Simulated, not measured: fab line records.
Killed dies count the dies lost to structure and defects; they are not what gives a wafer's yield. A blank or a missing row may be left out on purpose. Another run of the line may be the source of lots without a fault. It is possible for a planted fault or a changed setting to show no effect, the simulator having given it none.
A lot that was struck, set against a sound lot + flow sky130 + 17 steps out of a route of 708
Sound: the wafers L372.4, L372.5, L372.6. Wafers struck: L384.1, L384.2, L384.4. Last of all comes the cause.
Each step with rows lists, per side, the tool, then ch with its chambers, then its first start. Under that, the readings that differ: sound wafers + struck wafers + difference of the means + sigmas: that difference in standard deviations of wafers without a fault.
alike: a reading whose means differ by less than 2 such deviations, as well as words and numbers matching on both sides. not compared: withheld readings; readings where some wafer has no value; bounds like >300 that might hide an equal value; numbers whose values overlap and for which the record gives no deviation.
Wherever a step has rows on one side only, a row that says differs or no value, or a row with sigmas, the two part there. Numbers that don't overlap but have no deviation are shown without sigmas and don't part them. Lack of a reading on every wafer of one side parts them only where that side has two or more wafers.

SKY_FIELD_ISO_ETCH_15: etches the open film in CHF3/O2, stops on Si, target depth 180 nm, time 72 s.
  sound on rie diel-02 ch 0,3, day 2 15:22; struck on rie diel-02 ch 0,1,2, day 5 05:16
  alike: chamber pressure mTorr, drypump motor current A, oes product au, throttle valve pct
  not compared: rf hours counter h
SKY_FIELD_ISO_STRIP_16: strips in O2/N2.
  sound on plasma asher-02 ch 0,1, day 2 15:28; struck on plasma asher-03 ch 0,1, day 5 05:19
| reading                      | sound             | struck            | difference | sigmas |
|------------------------------|-------------------|-------------------|------------|--------|
| oes product au (a.u.)        | 0.380 0.381 0.385 | 0.377 0.370 0.365 | -0.011     | -2     |
| strip time to endpoint s (s) | 3.552 3.548 3.602 | 3.484 3.490 3.501 | -0.076     | -3     |
  alike: chamber pressure mTorr, drypump motor current A
  not compared: rf hours counter h
SKY_FIELD_ISO_ETCH_17: etches Si in HBr/Cl2/O2, target depth 342 nm, time 97.7 s.
  sound on rie si-01 ch 0,3, day 2 15:32; struck on rie si-02 ch 0,1,2, day 5 05:25
  alike: HBr_flow_sccm, chamber pressure mTorr, drypump motor current A, oes product au, throttle valve pct
  not compared: rf hours counter h
then, 5 steps without rows for these wafers: SKY_FIELD_ISO_WET_ETCH_18 (etches Si3N4 in H3PO4, target depth 25 nm, time 286 s); SKY_FIELD_ISO_CLEAN_19 (cleans in SC1/SC2, time 150 s); SKY_FIELD_ISO_CLEAN_20 (cleans in dHF, time 20 s); SKY_FIELD_ISO_WET_ETCH_21 (etches SiO2 in dHF, target depth 20 nm, time 400 s); SKY_FIELD_ISO_OXIDATION_22 (stabilise 600 s, purge 300 s, target thk 10 nm).
SKY_FIELD_ISO_THK_MEAS_23:
  sound: film metro-03 at day 2 20:29; struck: film metro-02 at day 5 12:14
  alike: FIELD_ISO_OXIDATION_01_THK
then, 1 step without rows for these wafers: SKY_FIELD_ISO_CVD_24 (deposits SiO2, target thk 595 nm, time 99.2 s).
SKY_FIELD_ISO_THK_MEAS_25:
  sound: film metro-02 at day 2 20:37; struck: film metro-03 at day 5 12:22
  alike: FIELD_ISO_CVD_24_THK
then, 1 step without rows for these wafers: SKY_FIELD_ISO_ANNEAL_26 (time 1800 s).
SKY_FIELD_ISO_CMP_27: polishes, stops on Si3N4, t overpolish 16 s, target thk 457.8 nm.
  sound on cmp-01 ch 2,3, day 3 00:34; struck on cmp-01 ch 1,2,3, day 5 17:56
  no value came back on the struck wafers for any of 5 readings (edge zone pressure frac, head pressure psi (psi) and others); on the sound wafers edge zone pressure frac reads 1.003 1.006 1.001
| reading                                    | sound             | struck            | difference | sigmas |
|--------------------------------------------|-------------------|-------------------|------------|--------|
| model.SiO2_of_FIELD_ISO_CVD_24.thk nm (nm) | 456.6 455.2 457.1 | 606.6 612.6 614.4 | +154.9     |        |
then, 2 steps without rows for these wafers: SKY_FIELD_ISO_WET_ETCH_28 (etches SiO2 in dHF, target depth 23.7 nm, time 47 s); SKY_FIELD_ISO_WET_ETCH_29 (etches Si3N4 in H3PO4, target depth 160 nm, time 1825 s).
SKY_FIELD_ISO_WET_ETCH_30: etches SiO2 in dHF, target depth 25 nm, time 50 s.
  sound on wet bench-03 ch 3, day 3 01:26; struck on wet bench-03 ch 1, day 5 18:44
| reading                                    | sound           | struck            | difference | sigmas |
|--------------------------------------------|-----------------|-------------------|------------|--------|
| model.SiO2_of_FIELD_ISO_CVD_24.thk nm (nm) | 404 402.4 404.5 | 553.2 559.3 560.9 | +154.2     |        |
-- a jump in the record: the struck wafers' starts before and after are 43 days apart (it breaks off in module FIELD_ISO and resumes in module PAD_OPEN, where the first step shown is number 708 of the route) --
SKY_PAD_OPEN_PROBE_99:
  sound: prober-01 at day 46 04:48; struck: prober-01 at day 49 01:58
| reading             | sound    | struck      | difference | sigmas |
|---------------------|----------|-------------|------------|--------|
| killed at front end | 15 11 5  | 420 405 422 | +405       | +94    |
| killed dies         | 78 72 85 | 492 492 492 | +414       | +46    |
| killed on rim       | 15 15 16 | 96 96 96    | +81        | +24    |
  alike: killed_at_M0_to_M3, killed_at_M4_up, killed at contacts, killed at other, killed open, killed short

WHERE THEY PART
Last at SKY_PAD_OPEN_PROBE_99 as far as this record goes, first at SKY_FIELD_ISO_STRIP_16.

WHY: the cause the simulator had injected
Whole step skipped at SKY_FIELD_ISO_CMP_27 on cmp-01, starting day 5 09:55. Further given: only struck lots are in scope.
